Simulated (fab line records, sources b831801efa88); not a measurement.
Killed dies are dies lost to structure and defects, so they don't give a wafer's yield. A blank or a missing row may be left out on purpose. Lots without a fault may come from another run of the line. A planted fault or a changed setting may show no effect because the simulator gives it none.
A struck lot beside a sound one | flow sky130 | 15 steps out of a route of 708
Sound: wafers L956.4, L956.5, L956.6. Struck: wafers L957.1, L957.2, L957.4. The cause comes at the end.
At each step with rows: each side's tool, then ch and its chambers, then its first start. Under that, the readings that differ: sound wafers | struck wafers | difference of the means | sigmas: that difference in standard deviations of wafers without a fault.
alike: readings whose means differ by less than 2 such deviations, and words and numbers that are the same on both sides. not compared: withheld readings, readings that some wafer has no value for, bounds like >300 that may hide the same value, and numbers for which the record gives no deviation and whose values overlap.
The two part at a step that has a row with sigmas, a row that says differs or no value, or rows on one side only. Numbers that don't overlap but have no deviation are shown without sigmas and don't part them. A reading that every wafer of one side lacks parts them only if that side has two wafers or more.

first, 6 steps without rows for these wafers: SKY_GATE_OXIDE_HMDS_04 (prime time 60 s); SKY_GATE_OXIDE_COAT_05 (resist thk 1140 nm); SKY_GATE_OXIDE_SOFTBAKE_06 (time 60 s); SKY_GATE_OXIDE_EXPOSE_07 (exposes mask LVOM, target cd 600 nm); SKY_GATE_OXIDE_PEB_08; SKY_GATE_OXIDE_DEVELOP_09 (develop time 60 s).
SKY_GATE_OXIDE_OVL_MEAS_10:
  sound on overlay-02, day 17 12:19; struck on overlay-01, day 17 20:19
  alike: GATE_OXIDE_OVL
then, 2 steps without rows for these wafers: SKY_GATE_OXIDE_IMPLANT_11; SKY_GATE_OXIDE_WET_ETCH_12 (etches SiO2 in dHF, target depth 16.8 nm, time 336 s).
SKY_GATE_OXIDE_STRIP_13: strips in O2/N2.
  sound on plasma_asher-02 ch 0,1, day 17 12:38; struck on plasma_asher-02 ch 0,1, day 17 20:36
  alike: drypump_motor_current_A, oes_product_au, strip_time_to_endpoint_s
  not compared: rf_hours_counter_h
SKY_GATE_OXIDE_TW_MEAS_14:
  sound on film_metro-04, day 17 12:43; struck on film_metro-04, day 17 20:42
  alike: GATE_OXIDE_TW
then, 1 step without rows for these wafers: SKY_GATE_OXIDE_CLEAN_15 (cleans in SC1/SC2, time 150 s).
SKY_GATE_OXIDE_OXIDATION_16: stabilise 600 s, purge 300 s, target thk 3.57 nm.
  sound on furnace-02 ch 0, day 17 20:13; struck on furnace-01 ch 0, day 17 23:16
  reading                                           | sound                | struck               | difference | sigmas
  spike_tc_centre_C (C)                             | 798.0 801.7 798.1    | 788.3 788.9 785.9    | -11.6      | -10
  spike_tc_lower_C (C)                              | 799.4 799.2 798.8    | 786.9 787.6 786.4    | -12.2      | -13
  spike_tc_top_C (C)                                | 813.8 813.7 813.3    | 807.4 807.4 806.0    | -6.7       | -3
  spike_tc_upper_C (C)                              | 800.3 801.2 799.6    | 785.4 786.6 786.7    | -14.1      | -13
  tube_center_temp_C (C)                            | 800.04 799.92 800.13 | 787.35 787.51 787.44 | -12.60     | -99 or more
  tube_center_temp_C_max                            | 802.0 801.9 802.3    | 789.7 789.3 789.7    | -12.5      | -37
  zone_power_centre_pct (%)                         | 16.8 16.7 16.9       | 14.2 14.4 14.3       | -2.5       | -3
  zone_power_upper_pct (%)                          | 13.41 13.51 13.34    | 12.70 12.74 12.90    | -0.64      | -4
  model.SiO2_of_GATE_OXIDE_OXIDATION_01.thk_nm (nm) | 11.88 11.69 11.71    | 10.97 10.73 10.93    | -0.88      |
  alike: zone_power_lower_pct
then, 1 step without rows for these wafers: SKY_POLY_GATE_CVD_00 (deposits poly-Si, target thk 180 nm, time 720 s).
-- the record jumps here: 31 days lie between the struck wafers' starts before and after (it left off in module POLY_GATE and takes up again in module PAD_OPEN, whose first step shown is number 708 of the route) --
SKY_PAD_OPEN_PROBE_99:
  sound on prober-01, day 48 15:47; struck on prober-02, day 48 17:08
  reading                                   | sound             | struck            | difference | sigmas
  model.etest.tip_sonos.rs_ohm_sq           | 2731 2667 2672    | 2527 2491 2537    | -172       |
  model.etest.nfet_01v8_lvt.drive_ua_um     | 563.2 553.2 575   | 601.7 607.4 611.1 | +42.9      |
  model.etest.nfet_01v8_turned.drive_ua_um  | 499.4 484.3 505.9 | 538.7 536.5 538.8 | +41.5      |
  model.etest.nfet_01v8_swapped.drive_ua_um | 491.8 485.7 503.1 | 531.9 540.3 538.7 | +43.4      |
  model.etest.nfet_01v8.drive_ua_um         | 491.6 485.8 506   | 532.3 535.3 531.7 | +38.6      |
  model.etest.nfet_01v8.r_on_ohm_um         | 869.9 867.5 823.5 | 802.9 793.2 803.8 | -53.7      |
  model.etest.sram_nfet_pass.drive_ua_um    | 477.2 456.4 487.9 | 523.1 540.5 519.5 | +53.9      |
  model.etest.nfet_g5v0d10v5.drive_ua_um    | 591.8 604 605.4   | 648.4 660.9 650.8 | +53.0      |
  alike: killed_at_M0_to_M3, killed_at_M4_up, killed_at_contacts, killed_at_front_end, killed_at_other, killed_dies, killed_on_rim, killed_open, killed_short

WHERE THEY PART
Only at SKY_GATE_OXIDE_OXIDATION_16, within this record. Later steps at which nothing parts them and some readings are alike: SKY_PAD_OPEN_PROBE_99.

WHY: what the simulator had put in
Process parameter drift: furnace-01, from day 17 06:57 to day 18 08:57, at SKY_GATE_OXIDE_OXIDATION_16. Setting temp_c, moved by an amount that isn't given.
